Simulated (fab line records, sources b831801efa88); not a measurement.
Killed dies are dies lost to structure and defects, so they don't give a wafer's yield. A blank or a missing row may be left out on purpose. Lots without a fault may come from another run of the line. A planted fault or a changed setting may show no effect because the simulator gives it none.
fab line records | flow sky130
record lots=5 wafers=14 last_day=49
route steps=708 shown LOCAL_INTERCONNECT@398 CONTACT@406 METAL1@434 PAD_OPEN@708
lots that met no fault: from a run of the same line without faults
start_h: hours from the record's first day to the start of the lot's first wafer shown | wait_h: hours since the lot's step before | " the same as in the row above | L1.1+2: a row that stands for several wafers | - no value, or no start given | * or withheld: withheld | < > ~ a bound
route shown NAME@n: a module of which the file shows steps, and the number in the route of the first | usual: mean/standard deviation of fault-free wafers | same: alike in all rows | chamber/n: place in a boat | sites: the reading at each site | _std_site: their standard deviation | _edge_site: outer sites' mean less inner sites' | radius_mm: how far each site lies from the wafer's centre | mask NAME#n: copy n | behind: the tool/chamber that last shaped the wafer | hold: why the lot was held/for how many hours/how that ended | device: the transistor (n, p or np) that didn't switch | end of line: the same wafers' tests at the end of the route | a step without rows: its recipe alone | killed: dies lost to structure and defects at the first sort, not the wafer's yield | map: a wafer's dies, x killed, . not, _ none there
set.NAME: the setting as run; set.NAME@STEP: as run at that earlier step | model.NAME: the simulator's own value behind a step, which no gauge read
lots at some steps of the route; a table a step, a row a wafer
services: from which hour (start_h, from the record's first day; less than 0 if before it) a tool's chamber was out of use, for how many hours, and why
## steps
# step SKY_LOCAL_INTERCONNECT_CD_MEAS_11
# recipe target_cd_nm=170
# usual cd_nm=170.1/1.6
# columns lot.wafer tool chamber start_h wait_h cd_nm
L417.1 cd_sem-01 - 704.15 - 171.2
L417.3 " - " " 170.6
L417.4 " - " " 170.8
L426.1 cd_sem-01 - 779.76 - 170.6
L426.2 " - " " 170.7
L426.4 " - " " 169.7
L429.2 cd_sem-02 - 805.59 - 166.9
L429.4 " - " " 169.3
L429.5 " - " " 169.7
L430.3 cd_sem-01 - 816.95 - 168.9
L430.5 " - " " 170.1
L430.6 " - " " 169.6
L438.1 cd_sem-01 - 862.07 - 171.6
L438.2 " - " " 170.3
# step SKY_LOCAL_INTERCONNECT_OVL_MEAS_12
# usual LOCAL_INTERCONNECT_OVL=-2/5.1
# columns lot.wafer tool chamber start_h wait_h LOCAL_INTERCONNECT_OVL[nm]
L417.1 overlay-01 - 704.27 0.1 -7
L417.3 " - " " -6
L417.4 " - " " -10
L426.1 overlay-01 - 779.88 0.1 1
L426.2 " - " " 2
L426.4 " - " " 2
L429.2 overlay-02 - 805.70 0.1 -5
L429.4 " - " " 1
L429.5 " - " " -8
L430.3 overlay-01 - 817.04 0.1 0
L430.5 " - " " -2
L430.6 " - " " 3
L438.1 overlay-02 - 862.19 0.1 -1
L438.2 " - " " 1
# step SKY_LOCAL_INTERCONNECT_ETCH_13
# recipe chemistry=N2/H2 target=BARC ion_energy_ev=200 bias_w=100 pressure_mtorr=30 n2_flow_sccm=100 h2_flow_sccm=200 icp_w=500 stop_on=SiO2 time_s=45.9 target_depth_a=600
# step SKY_LOCAL_INTERCONNECT_METAL_ETCH_14
# recipe target_depth_nm=110 stop_on=PSG chemistry=Cl2/BCl3 target=TiN resist_sidewall_deg=88 pressure_mtorr=10 icp_w=900 bias_w=48.5 Cl2_flow_sccm=60 bcl3_flow_sccm=30 time_s=31.4
# step SKY_LOCAL_INTERCONNECT_STRIP_15
# recipe chemistry=O2/N2 power_w=1400 pressure_mtorr=1500 platen_temp_c=withheld o2_flow_sccm=3000 n2_flow_sccm=300 overash_fraction=0.5
# usual chamber_pressure_mTorr=1500.1/1.5 drypump_motor_current_A=5.4/0.34 o2_flow_sccm=3001/8.3 oes_product_au=0.427/0.0043 strip_time_to_endpoint_s=4.724/0.02
# columns lot.wafer tool chamber start_h wait_h chamber_pressure_mTorr drypump_motor_current_A o2_flow_sccm oes_product_au rf_hours_counter_h strip_time_to_endpoint_s
L417.1 plasma_asher-01 0 704.42 0.0 1500.0 5.2 2995 0.420 28 4.717
L417.3 " 0 " " 1502.7 5.2 3006 0.426 - 4.717
L417.4 " 1 " " 1500.0 5.5 3001 0.422 - 4.737
L426.1 plasma_asher-02 0 780.03 0.0 1500.3 4.9 2988 0.428 96 4.707
L426.2 " 1 " " 1498.8 5.6 3003 0.431 96 4.758
L426.4 " 0 " " 1500.6 4.9 2983 0.425 - 4.731
L429.2 plasma_asher-02 0 805.84 0.0 1498.7 4.9 2995 0.431 99 4.717
L429.4 " 0 " " 1500.5 4.9 2997 0.427 - 4.738
L429.5 " 0 " " 1499.4 4.9 2985 0.429 - 4.733
L430.3 plasma_asher-01 0 817.21 0.1 1499.6 5.2 2999 0.428 - 4.734
L430.5 " 1 " " 1504.4 5.4 3000 0.431 - 4.717
L430.6 " 0 " " 1499.9 5.2 2980 0.428 - 4.704
L438.1 plasma_asher-04 0 862.34 0.0 1497.7 5.6 3006 0.433 73 4.710
L438.2 " 1 " " 1500.3 5.8 2999 0.429 73 4.718
# step SKY_LOCAL_INTERCONNECT_STRIP_16
# recipe chemistry=post_etch_residue_remover time_s=1200 temp_c=72.5
# step SKY_LOCAL_INTERCONNECT_CLEAN_17
# recipe chemistry=IPA time_s=180 temp_c=25
# step SKY_LOCAL_INTERCONNECT_CLEAN_18
# recipe chemistry=O3/DIW dry=n2_spin
# step SKY_CONTACT_CVD_00
# recipe material=Si3N4 target_thk_nm=75 temp_c=400 time_s=withheld rf_w=450
# usual heater_power_w=709/120
# columns lot.wafer tool chamber start_h wait_h heater_power_w
L417.1 pecvd-02 0 705.02 0.0 659
L417.3 " 2 " " 701
L417.4 " 0 " " 662
L426.1 pecvd-04 1 780.65 0.0 716
L426.2 " 0 " " 752
L426.4 " 2 " " 665
L429.2 pecvd-04 2 806.47 0.0 658
L429.4 " 2 " " 634
L429.5 " 1 " " 694
L430.3 pecvd-01 1 817.77 0.0 656
L430.5 " 0 " " 960
L430.6 " 1 " " 636
L438.1 pecvd-02 1 862.97 0.0 763
L438.2 " 2 " " 626
# step SKY_CONTACT_THK_MEAS_01
# recipe reads=Si3N4_of_CONTACT_CVD_00
# usual CONTACT_CVD_00_THK=75.3/0.97
# columns lot.wafer tool chamber start_h wait_h CONTACT_CVD_00_THK[nm]
L417.1 film_metro-01 - 705.05 - 75.2
L417.3 " - " " 74.9
L417.4 " - " " 74.9
L426.1 film_metro-01 - 780.68 - 75.0
L426.2 " - " " 74.9
L426.4 " - " " 75.2
L429.2 film_metro-04 - 806.52 - 73.5
L429.4 " - " " 75.0
L429.5 " - " " 75.5
L430.3 film_metro-02 - 817.82 - 73.7
L430.5 " - " " 75.4
L430.6 " - " " 75.7
L438.1 film_metro-02 - 863.01 - 75.5
L438.2 " - " " 75.3
# step SKY_CONTACT_HDPCVD_02
# recipe material=SiO2 target_thk_nm=565 sigma_open_frac=0.3 time_s=94.2 temp_c=600 sih4_flow_sccm=60 pressure_mtorr=6
# step SKY_CONTACT_THK_MEAS_03
# recipe reads=SiO2_of_CONTACT_HDPCVD_02
# usual CONTACT_HDPCVD_THK=563/5
# columns lot.wafer tool chamber start_h wait_h CONTACT_HDPCVD_THK[nm]
L417.1 film_metro-04 - 705.18 0.0 559
L417.3 " - " " 549
L417.4 " - " " 557
L426.1 film_metro-02 - 780.81 0.0 561
L426.2 " - " " 564
L426.4 " - " " 565
L429.2 film_metro-04 - 806.65 0.0 560
L429.4 " - " " 566
L429.5 " - " " 558
L430.3 film_metro-01 - 817.95 0.1 564
L430.5 " - " " 557
L430.6 " - " " 565
L438.1 film_metro-02 - 863.17 0.1 566
L438.2 " - " " 571
# step SKY_CONTACT_CMP_04
# recipe material=SiO2 down_force_psi=4 platen_rpm=60 pad_velocity_m_s=0.94248
# usual head_pressure_psi=4.000/0.0095 motor_current_A=12.1/1.3 time_to_endpoint_s=81/4
# columns lot.wafer tool chamber start_h wait_h head_pressure_psi motor_current_A time_to_endpoint_s model.SiO2_of_CONTACT_HDPCVD_02.thk_nm
L417.3 cmp-02 2 705.24 0.0 4.021 12.8 74 341.1
L417.1 " 0 " " 4.000 10.6 79 341
L417.4 " 1 " " 3.980 11.7 76 338.4
L426.2 cmp-01 2 780.87 0.0 3.996 11.0 78 340.2
L426.4 " 3 " " 4.028 12.0 79 340.3
L426.1 " 1 " " 4.006 14.2 75 340.4
L429.4 cmp-01 0 806.70 0.0 3.992 11.2 82 339.4
L429.2 " 1 " " 4.009 15.4 77 339.3
L429.5 " 1 " " 4.008 14.3 76 338.9
L430.3 cmp-02 3 818.14 0.2 4.000 12.3 84 339.4
L430.5 " 0 " " 4.008 10.7 83 340.1
L430.6 " 1 " " 4.011 11.4 83 336.6
L438.2 cmp-02 3 863.23 0.0 4.009 13.0 84 339.6
L438.1 " 0 " " 4.005 10.2 111 420.1
# step SKY_CONTACT_BOW_MEAS_05
# recipe mode=bow
# usual CONTACT_BOW=81/6.9
# columns lot.wafer tool chamber start_h wait_h CONTACT_BOW[um]
L417.1 film_metro-04 - 705.54 0.1 87
L417.3 " - " " 86
L417.4 " - " " 90
L426.1 film_metro-01 - 781.17 0.1 76
L426.2 " - " " 81
L426.4 " - " " 66
L429.2 film_metro-04 - 807.02 0.2 78
L429.4 " - " " 69
L429.5 " - " " 87
L430.3 film_metro-04 - 818.33 0.1 87
L430.5 " - " " 75
L430.6 " - " " 84
L438.1 film_metro-04 - 863.53 0.2 93
L438.2 " - " " 83
# step SKY_CONTACT_DEHYDRATE_06
# recipe temp_c=200 time_s=60
# step SKY_CONTACT_HMDS_07
# recipe prime_time_s=60 prime_temp_c=120
# step SKY_CONTACT_COAT_08
# recipe resist=BARC temp_c=withheld time_s=withheld spin_rpm=3000 resist_thk_nm=60
# step SKY_CONTACT_COAT_09
# recipe resist=KrF-thick spin_rpm=3000 resist_thk_nm=450
# step SKY_CONTACT_SOFTBAKE_10
# recipe temp_c=100 time_s=90 resist=KrF-thick
# step SKY_CONTACT_EXPOSE_11
# recipe mask_id=CTM1 na=0.8 source_shape=annular sigma_inner=0.55 sigma_outer=0.85 target_cd_nm=170 dose_mj=38
# step SKY_CONTACT_PEB_12
# recipe peb_temp_c=withheld peb_time_s=withheld resist=KrF-thick
# step SKY_CONTACT_DEVELOP_13
# recipe develop_time_s=60 resist=KrF-thick dev_temp_c=21
# step SKY_CONTACT_CD_MEAS_14
# recipe target_cd_nm=170
# usual cd_nm=170.4/1.2
# columns lot.wafer tool chamber start_h wait_h cd_nm
L417.1 cd_sem-02 - 733.03 - 172.1
L417.3 " - " " 170.8
L417.4 " - " " 172.0
L426.1 cd_sem-01 - 807.21 - 168.8
L426.2 " - " " 170.7
L426.4 " - " " 169.8
L429.2 cd_sem-01 - 833.57 - 170.2
L429.4 " - " " 171.7
L429.5 " - " " 173.8
L430.3 cd_sem-01 - 844.65 - 172.0
L430.5 " - " " 171.3
L430.6 " - " " 172.6
L438.1 cd_sem-01 - 889.40 - 171.3
L438.2 " - " " 169.8
# step SKY_CONTACT_OVL_MEAS_15
# usual CONTACT_OVL=-3/4.3
# columns lot.wafer tool chamber start_h wait_h CONTACT_OVL[nm]
L417.1 overlay-01 - 733.15 0.1 -6
L417.3 " - " " -1
L417.4 " - " " -5
L426.1 overlay-01 - 807.33 0.1 -2
L426.2 " - " " 1
L426.4 " - " " -3
L429.2 overlay-01 - 833.68 0.1 -2
L429.4 " - " " -8
L429.5 " - " " -9
L430.3 overlay-01 - 844.74 0.1 -3
L430.5 " - " " 0
L430.6 " - " " -4
L438.1 overlay-02 - 889.52 0.1 1
L438.2 " - " " 5
# step SKY_CONTACT_ETCH_16
# recipe chemistry=N2/H2 target=BARC ion_energy_ev=200 source_w=500 bias_w=100 pressure_mtorr=30 n2_flow_sccm=100 h2_flow_sccm=200 stop_on=SiO2 time_s=45.9 target_depth_a=600
# step SKY_CONTACT_ETCH_17
# recipe target=SiO2 chemistry=C4F8/O2/Ar stop_on=Si3N4 mask_material=KrF-thick source_w=1500 bias_w=1200 pressure_mtorr=40 c4f8_flow_sccm=withheld O2_flow_sccm=6 Ar_flow_sccm=300 time_s=withheld target_depth_a=3400
# usual chamber_pressure_mTorr=40.00/0.039 oes_product_au=0.892/0.0046
# columns lot.wafer tool chamber start_h wait_h chamber_pressure_mTorr oes_product_au model.CONTACT.feature_depth_nm model.etch.depth_nm
L417.1 rie_diel-03 3 733.23 0.0 39.94 0.895 341 341
L417.3 " 2 " " 39.95 0.893 341.1 341.1
L417.4 " 0 " " 40.01 0.899 338.4 338.4
L426.1 rie_diel-01 1 807.40 0.0 39.97 0.898 340.4 340.4
L426.2 " 2 " " 40.00 0.890 340.2 340.2
L426.4 " 0 " " 40.02 0.891 340.3 340.3
L429.2 rie_diel-04 3 833.75 0.0 39.90 0.895 339.3 339.3
L429.4 " 0 " " 39.96 0.891 339.4 339.4
L429.5 " 2 " " 39.93 0.903 338.9 338.9
L430.3 rie_diel-03 1 844.80 0.0 40.03 0.896 339.4 339.4
L430.5 " 0 " " 40.06 0.895 340.1 340.1
L430.6 " 3 " " 39.94 0.886 336.6 336.6
L438.1 rie_diel-03 2 889.60 0.0 39.98 0.987 403.2 403.2
L438.2 " 3 " " 39.95 0.887 339.6 339.6
# step SKY_CONTACT_ETCH_18
# recipe target=Si3N4 chemistry=CHF3/O2 stop_on=TiN source_w=600 bias_w=200 pressure_mtorr=40 chf3_flow_sccm=50 O2_flow_sccm=5 time_s=39 target_depth_a=750
# usual chamber_pressure_mTorr=40.00/0.035 drypump_motor_current_A=5.7/0.47 oes_product_au=0.856/0.0079 throttle_valve_pct=8.794/0.0099
# columns lot.wafer tool chamber start_h wait_h chamber_pressure_mTorr drypump_motor_current_A oes_product_au rf_hours_counter_h throttle_valve_pct
L417.1 rie_diel-03 3 - - 39.98 5.8 0.855 13 8.786
L417.3 " 2 " " 40.01 5.3 0.850 7 8.792
L417.4 " 0 " " 40.02 6.5 0.851 4 8.799
L426.1 rie_diel-01 1 - - 39.96 5.8 0.855 12 8.785
L426.2 " 2 " " 39.92 6.2 0.859 30 8.796
L426.4 " 0 " " 39.98 5.2 0.854 7 8.808
L429.2 rie_diel-04 3 - - 40.03 5.3 0.842 18 8.789
L429.4 " 0 " " 40.01 6.3 0.853 12 8.782
L429.5 " 2 " " 39.98 5.5 0.861 - 8.768
L430.3 rie_diel-03 1 - - 39.95 5.6 0.852 16 8.784
L430.5 " 0 " " 39.96 6.5 0.861 - 8.795
L430.6 " 3 " " 39.94 5.7 0.852 - 8.798
L438.1 rie_diel-03 2 - - 40.01 5.3 0.852 11 8.789
L438.2 " 3 " " 40.01 5.8 0.857 19 8.788
# step SKY_CONTACT_STRIP_19
# recipe chemistry=O2/N2 power_w=1400 pressure_mtorr=1500 platen_temp_c=withheld o2_flow_sccm=3000 n2_flow_sccm=300 overash_fraction=0.5
# usual chamber_pressure_mTorr=1500.1/1.4 drypump_motor_current_A=5.5/0.52 o2_flow_sccm=3001/7.7 oes_product_au=0.381/0.0046 strip_time_to_endpoint_s=3.629/0.028
# columns lot.wafer tool chamber start_h wait_h chamber_pressure_mTorr drypump_motor_current_A o2_flow_sccm oes_product_au rf_hours_counter_h strip_time_to_endpoint_s
L417.1 plasma_asher-02 0 733.32 - 1501.2 4.9 3001 0.379 91 3.627
L417.3 " 1 " " 1500.7 5.6 2996 0.380 - 3.650
L417.4 " 0 " " 1499.0 4.9 3012 0.365 - 3.620
L426.1 plasma_asher-02 0 807.49 - 1499.0 4.9 2996 0.382 99 3.594
L426.2 " 1 " " 1499.2 5.6 2995 0.377 99 3.590
L426.4 " 0 " " 1499.4 4.9 3000 0.381 - 3.625
L429.2 plasma_asher-01 1 833.84 - 1498.6 5.4 2992 0.383 39 3.700
L429.4 " 0 " " 1497.6 5.2 3011 0.385 - 3.608
L429.5 " 0 " " 1500.5 5.2 3021 0.384 - 3.663
L430.3 plasma_asher-03 1 844.93 - 1498.5 5.4 2982 0.382 - 3.592
L430.5 " 1 " " 1499.3 5.4 2989 0.378 - 3.639
L430.6 " 0 " " 1502.9 6.4 2996 0.391 - 3.640
L438.1 plasma_asher-03 1 889.69 - 1498.2 5.4 3003 0.385 15 3.643
L438.2 " 0 " " 1499.7 6.4 3004 0.389 15 3.632
# step SKY_CONTACT_STRIP_20
# recipe chemistry=post_etch_residue_remover time_s=1200 temp_c=72.5
# step SKY_CONTACT_CLEAN_21
# recipe chemistry=IPA time_s=180 temp_c=25
# step SKY_CONTACT_CLEAN_22
# recipe chemistry=O3/DIW dry=n2_spin
# step SKY_CONTACT_SPUTTER_23
# recipe material=TiN target_thk_nm=20 chamber_pressure_pa=5 power_w=4000 time_s=80
# step SKY_CONTACT_CVD_24
# recipe material=W target_thk_nm=340 time_s=102.12 temp_c=400 pressure_torr=40
# step SKY_CONTACT_CMP_27
# recipe stop_on=SiO2 t_overpolish_s=15 down_force_psi=3.5 platen_rpm=60 target_thk_nm=0 pad_velocity_m_s=0.94248
# usual head_pressure_psi=3.500/0.0078 motor_current_A=11.1/1.2
# columns lot.wafer tool chamber start_h wait_h head_pressure_psi motor_current_A model.SiO2_of_CONTACT_HDPCVD_02.thk_nm
L417.1 cmp-02 1 734.31 0.1 3.507 10.5 337.8
L417.3 " 2 " " 3.494 12.0 337.9
L417.4 " 3 " " 3.510 11.3 335.2
L426.1 cmp-01 1 808.49 0.1 3.510 13.9 337.3
L426.4 " 2 " " 3.499 10.7 337.2
L426.2 " 3 " " 3.499 10.8 337
L429.2 cmp-02 0 834.78 0.0 3.507 9.6 336.1
L429.4 " 3 " " 3.492 12.4 336.2
L429.5 " 1 " " 3.503 10.7 335.7
L430.3 cmp-01 1 845.90 0.1 3.515 13.5 336.2
L430.6 " 0 " " 3.501 10.0 333.4
L430.5 " 1 " " 3.503 13.3 336.9
L438.2 cmp-01 0 890.75 0.1 3.493 10.4 336.4
L438.1 " 1 " " 3.496 13.5 416.9
# step SKY_METAL1_SPUTTER_00
# recipe material=Ti target_thk_nm=15 power_w=3000 time_s=10 chamber_pressure_pa=0.4
# usual throttle_valve_pct=29.9/1.4
# columns lot.wafer tool chamber start_h wait_h throttle_valve_pct
L417.1 pvd_sputter-03 - 734.56 0.2 31.8
L417.3 " - " " 31.1
L417.4 " - " " 32.1
L426.1 pvd_sputter-03 - 808.74 0.2 31.8
L426.2 " - " " 31.6
L426.4 " - " " 31.8
L429.2 pvd_sputter-02 - 835.08 0.2 29.1
L429.4 " - " " 30.7
L429.5 " - " " 28.9
L430.3 pvd_sputter-02 - 846.15 0.2 30.2
L430.5 " - " " 30.7
L430.6 " - " " 28.3
L438.2 pvd_sputter-02 - 891.00 0.2 28.7
# step SKY_PAD_OPEN_PROBE_99
# usual killed_at_M0_to_M3=42/7.1 killed_at_M4_up=3.3/1.9 killed_at_contacts=24/5 killed_at_front_end=15/4.7 killed_at_other=0.3/0.61 killed_dies=86/9.6 killed_on_rim=17/3.8 killed_open=47/7.5 killed_short=38/6.6
# same gross_dies=492 killed_at_back_side=0
# columns lot.wafer tool chamber start_h wait_h killed_at_M0_to_M3 killed_at_M4_up killed_at_contacts killed_at_front_end killed_at_other killed_dies killed_on_rim killed_open killed_short
L417.1 prober-02 - 1071.49 0.1 42 5 26 26 0 99 22 52 45
L417.3 prober-02 - 1071.59 0.2 40 3 21 15 0 79 16 42 37
L417.4 prober-02 - 1071.64 0.2 37 3 20 18 1 79 21 41 38
L426.1 prober-01 - 1133.12 0.1 49 1 34 14 0 98 21 52 46
L426.2 prober-01 - 1133.17 0.1 39 2 32 32 0 105 23 51 54
L426.4 prober-01 - 1133.27 0.2 48 3 28 16 0 95 21 48 47
L429.2 prober-02 - 1151.07 0.1 44 7 24 13 0 88 17 50 38
L429.4 prober-02 - 1151.17 0.2 51 8 25 12 0 96 19 56 40
L429.5 prober-02 - 1151.22 0.2 34 7 21 8 1 71 12 35 36
L430.3 prober-01 - 1157.15 0.2 45 4 29 20 0 98 22 49 49
L430.5 prober-01 - 1157.25 0.2 37 1 24 12 0 74 16 40 34
L430.6 prober-01 - 1157.30 0.2 48 2 22 12 0 84 21 45 38
L438.1 prober-01 - 1187.08 0.1 35 5 345 11 0 396 38 36 37
L438.2 prober-01 - 1187.13 0.1 32 5 28 18 1 84 22 48 36
# killed by level:class
L417.1 VIA1:geometric_particle:open=13 CONTACT:geometric_particle:open=11 FIELD_ISO:geometric_particle:short=8 METAL1:geometric_particle:short=8 LI_CONTACT:geometric_particle:open=7 FIELD_ISO:geometric_particle:open=6 METAL4:geometric_particle:short=5 METAL2:geometric_particle:short=5
L417.3 VIA1:geometric_particle:short=10 CONTACT:geometric_particle:open=9 LI_CONTACT:geometric_particle:open=7 VIA1:geometric_particle:open=7 METAL1:geometric_particle:short=5 FIELD_ISO:geometric_particle:open=4 FIELD_ISO:geometric_particle:short=4 VIA3:geometric_particle:open=4
L417.4 VIA1:geometric_particle:open=8 FIELD_ISO:geometric_particle:short=7 CONTACT:geometric_particle:open=7 VIA3:geometric_particle:open=7 VIA1:geometric_particle:short=6 METAL2:geometric_particle:short=6 FIELD_ISO:geometric_particle:open=5 LI_CONTACT:geometric_particle:open=4
L426.1 CONTACT:geometric_particle:open=12 LI_CONTACT:geometric_particle:open=9 CONTACT:geometric_particle:short=8 VIA2:geometric_particle:open=8 VIA1:geometric_particle:short=7 VIA2:geometric_particle:short=7 METAL2:geometric_particle:short=6 VIA3:geometric_particle:open=6
L426.2 FIELD_ISO:geometric_particle:short=10 CONTACT:geometric_particle:open=10 LI_CONTACT:geometric_particle:open=8 CONTACT:geometric_particle:short=8 POLY_GATE:geometric_particle:open=7 VIA1:geometric_particle:open=7 VIA2:geometric_particle:short=6 POLY_GATE:geometric_particle:short=6
L426.4 METAL2:geometric_particle:short=12 CONTACT:geometric_particle:open=9 LI_CONTACT:geometric_particle:open=8 VIA1:geometric_particle:open=7 VIA2:geometric_particle:open=6 VIA3:geometric_particle:open=6 CONTACT:geometric_particle:short=5 VIA2:geometric_particle:short=5
L429.2 CONTACT:geometric_particle:open=10 VIA1:geometric_particle:open=8 VIA2:geometric_particle:open=8 LI_CONTACT:geometric_particle:open=6 CONTACT:geometric_particle:short=6 VIA2:geometric_particle:short=6 METAL4:geometric_particle:short=6 METAL2:geometric_particle:short=5
L429.4 VIA1:geometric_particle:open=13 VIA2:geometric_particle:open=9 CONTACT:geometric_particle:open=8 LI_CONTACT:geometric_particle:open=7 VIA3:geometric_particle:open=7 CONTACT:geometric_particle:short=6 METAL3:geometric_particle:short=5 METAL2:geometric_particle:short=4
L429.5 CONTACT:geometric_particle:open=10 VIA2:geometric_particle:open=8 CONTACT:geometric_particle:short=7 VIA1:geometric_particle:open=7 METAL4:geometric_particle:short=6 VIA1:geometric_particle:short=5 VIA3:geometric_particle:open=4 FIELD_ISO:geometric_particle:short=3
L430.3 VIA1:geometric_particle:open=10 CONTACT:geometric_particle:open=9 VIA3:geometric_particle:open=9 VIA3:geometric_particle:short=8 FIELD_ISO:geometric_particle:open=6 CONTACT:geometric_particle:short=6 FIELD_ISO:geometric_particle:short=5 LI_CONTACT:geometric_particle:open=5
L430.5 VIA1:geometric_particle:open=11 CONTACT:geometric_particle:open=7 VIA3:geometric_particle:open=7 LI_CONTACT:geometric_particle:open=5 LI_CONTACT:geometric_particle:short=5 CONTACT:geometric_particle:short=4 VIA2:geometric_particle:open=4 SPACER:geometric_particle:short=3
L430.6 VIA1:geometric_particle:open=11 CONTACT:geometric_particle:open=10 METAL3:geometric_particle:short=7 METAL1:geometric_particle:short=7 VIA2:geometric_particle:short=6 VIA2:geometric_particle:open=6 FIELD_ISO:geometric_particle:open=5 POLY_GATE:geometric_particle:open=4
L438.1 CONTACT:area_cmp=323 CONTACT:geometric_particle:open=11 METAL1:geometric_particle:short=8 LI_CONTACT:geometric_particle:open=6 VIA1:geometric_particle:open=6 VIA1:geometric_particle:short=5 METAL4:geometric_particle:short=5 METAL2:geometric_particle:short=5
L438.2 VIA1:geometric_particle:open=10 LI_CONTACT:geometric_particle:open=9 CONTACT:geometric_particle:open=8 METAL1:geometric_particle:short=6 POLY_GATE:geometric_particle:open=5 POLY_GATE:geometric_particle:short=4 LOCAL_INTERCONNECT:geometric_particle:short=4 CONTACT:geometric_particle:short=4
# map L438.1 (x killed, . not)
__________......x..._________
________.......x.x...._______
______......xx.xxxxx...x_____
_____..xxxxxx.xxxxxxxx.x.____
____xxxxxx.x.xxxxxxxxx....___
___xxxxxxxxxxxxxxxxxxx..x..__
__xxxxxxxxxxxxxxxxxxxxxxxx.._
_.xxxxxxxxxxxxxxxxxxxxxxxxxxx
_.xxxxxxxxxxxxxxxxxxxxxxxxx..
_xxxxxxxxxxxxxxxxxxxxxxxxxxxx
_xxxxxxxxxxxxxxxxxxxxxxxxxx..
_x.xxxxxxxxxxxxxxxxxxxxxxxx..
_.xx.xxxxxxxxxxxxxxxxxxxxx...
_xx.xxxxxxxxxxxxxxxxxxxxxxxx.
_.x.xxxxxxxxxxxxxx.xxxxxx.x.x
__...xxxxxxxxxxxxxxxxxxxxxxx_
___.x.xxxxxxxxxxxxxx.xx.xxx__
____...xxxxxxxxxxxxxxxxxxx___
_____...xxxxxxxxxxxxxxxxx____
______....xxxxxxxxxxxx.._____
________.xx.xxxxxxxxx._______
__________.xx.xx...x_________
# map L417.1 (x killed, . not)
__________....x..x.._________
________........xxxx.x_______
______.....x.xx........._____
_____.xx....x..x......x.x____
____..x....x.x.......x.xx.___
___....x.....x..x..........__
__....x..x....xx...x..x.x.xx_
_xx....x..xxxx.xx............
_x..x...........x...xx.....xx
_..x......x...x.......x....xx
_..................x.....x.x.
_.x.......x............x...x.
_.x..x.x.......x....x.x......
_..x..x.xx......x.xx.x.....x.
_...x.x............x.........
__.....x....x..............._
___.x.x......x.x...........__
____.x...x...............x___
_____x.x.................____
______....x....xx......x_____
________.............x_______
__________.xx......._________
## services
# columns tool chamber start_h hours kind
rie_diel-04 - 719.38 2.8 pm
pvd_sputter-03 - 722.85 10.8 repair
rie_diel-01 - 725.40 2.8 pm
rie_diel-04 3 742.60 4.6 repair
cmp-01 - 744.11 4.0 pm
cmp-01 - 748.11 4.8 pm
cmp-02 - 754.37 5.1 repair
rie_diel-03 - 756.24 4.3 pm
rie_diel-03 1 771.71 8.4 repair
pvd_sputter-02 - 779.68 0.9 repair
cmp-02 - 780.18 1.8 repair
rie_diel-01 1 783.15 8.6 repair
rie_diel-04 - 790.76 0.5 repair
rie_diel-03 - 793.74 2.8 pm
plasma_asher-01 - 795.86 19.7 repair
pvd_sputter-02 - 802.63 1.2 repair
rie_diel-03 2 803.69 2.5 repair
rie_diel-04 - 806.80 11.1 repair
pvd_sputter-03 - 841.83 1.0 repair
rie_diel-03 2 859.13 13.1 repair
pvd_sputter-02 - 862.50 4.1 repair
cmp-01 - 864.45 6.7 pm
rie_diel-03 0 866.71 5.2 repair
rie_diel-03 1 886.23 1.4 repair
## key
first_sign step=SKY_CONTACT_CMP_04 reading=time_to_endpoint_s direction=up sigmas=7.4 usual=* struck=*
effect step=SKY_CONTACT_ETCH_17 reading=oes_product_au direction=up sigmas=20 usual=0.892 struck=0.987
effect step=SKY_PAD_OPEN_PROBE_99 reading=killed_at_contacts direction=up sigmas=64 usual=24 struck=345
model_effect step=SKY_CONTACT_CMP_04 value=SiO2_of_CONTACT_HDPCVD_02.thk_nm without=341.1 struck=420.1
model_effect step=SKY_CONTACT_ETCH_17 value=CONTACT.feature_depth_nm without=341.1 struck=403.2
model_effect step=SKY_CONTACT_CMP_27 value=SiO2_of_CONTACT_HDPCVD_02.thk_nm without=337.9 struck=416.9
more_kills_born_at SKY_CONTACT_CMP_04@cmp-02=323
met_at SKY_CONTACT_CMP_04
struck_wafers L438.1
later_rows_left_out L438.1
tester_left_out L438
onset_between 818.14 863.23
fault kind=process_parameter_drift tool=cmp-02 chamber=- onset_h=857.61 steps=SKY_CONTACT_CMP_04 channel=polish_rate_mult offset=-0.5 shape=step end_h=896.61 scope=struck_wafers_only
# tester_left_out: of these lots the tester's yield and bins aren't shown, on N5 and GAA mostly nor the transistor test; their killed dies are dies lost to structure and defects alone, not to doping, threshold or leakage, so they don't give the yield
# later_rows_left_out: the simulator's readings of these wafers behind a module that went badly wrong aren't trusted and aren't shown, but for the sort
